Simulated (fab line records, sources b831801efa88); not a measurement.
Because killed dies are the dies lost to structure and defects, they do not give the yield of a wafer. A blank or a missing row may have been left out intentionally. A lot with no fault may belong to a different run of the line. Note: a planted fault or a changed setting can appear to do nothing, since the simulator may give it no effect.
Matching of chambers -- flow gf180mcu -- cmp-02 running GF_V3_CMP_04: 4 sister chambers
The step polishes SiO2. 18 wafers are shown with their chamber, then 9 later ones without.

== WAFERS WITH THEIR CHAMBER ==
wafer,chamber,motorCurrentA (A),timeToEndpointS (s),slurryFlowMlMin
L815.1,3,14.9,76,150.8
L815.3,0,13.7,79,150.4
L815.4,1,12.5,85,149.8
L816.1,1,12.6,78,150.2
L816.2,2,13.7,77,150.5
L816.3,0,13.1,76,150.5
L817.1,0,13.1,82,149.3
L817.4,2,13.0,93,150.7
L817.6,3,14.8,84,149.8
L819.1,2,13.3,81,150.1
L819.5,2,13.1,87,150.2
L819.6,3,14.0,85,150.1
L820.1,3,14.5,74,150.4
L820.5,1,12.5,81,150.1
L820.6,2,13.6,86,150.2
L828.2,0,14.3,75,150.5
L828.3,1,13.2,77,150.3
L828.6,1,12.7,88,150.0

SIGNATURES, as means of the wafers listed above
reading,chamber 0,chamber 1,chamber 2,chamber 3,scatter within a chamber
motorCurrentA,13.550,12.700,13.340,14.550,0.396
timeToEndpointS,78.00,81.80,84.80,79.75,5.06
slurryFlowMlMin,150.175,150.080,150.340,150.275,0.376
Rule: a wafer lies at a distance from a chamber equal to the root of the sum of squares, over the readings, of (its reading less the chamber's mean, divided by the reading's scatter). The wafer belongs to the nearest chamber; if the next one is less than 2 further off, it can't be placed. The scatter is the square root of a quotient: the sum, over the shown wafers, of each reading's squared deviation from its chamber's mean, divided by wafers minus chambers.

== WAFERS WHOSE CHAMBER IS MISSING ==
wafer,motorCurrentA (A),timeToEndpointS (s),slurryFlowMlMin
L830.1,13.0,82,149.6
L830.4,13.6,82,149.5
L830.5,13.6,83,149.6
L831.1,12.2,73,150.1
L831.4,13.7,77,150.6
L831.6,12.9,78,150.2
L833.2,14.1,77,150.1
L833.4,13.0,82,149.7
L833.5,13.1,80,149.0

== CHAMBER TAKEN BY EACH ==
wafer,from the rows above,in truth
L830.1,can't be placed: 1 or 0 or 2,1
L830.4,can't be placed: 0 or 2 or 1 or 3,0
L830.5,can't be placed: 0 or 2 or 1 or 3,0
L831.1,can't be placed: 1 or 0 or 2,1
L831.4,can't be placed: 0 or 2 or 3 or 1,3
L831.6,can't be placed: 1 or 0 or 2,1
L833.2,can't be placed: 3 or 0 or 2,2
L833.4,can't be placed: 1 or 2 or 0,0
L833.5,can't be placed: 1 or 0 or 2 or 3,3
0 of 9 placed correctly. From these rows, 9 cannot be placed; in 9 the true chamber is one of the candidates. Wrongly placed: 0.
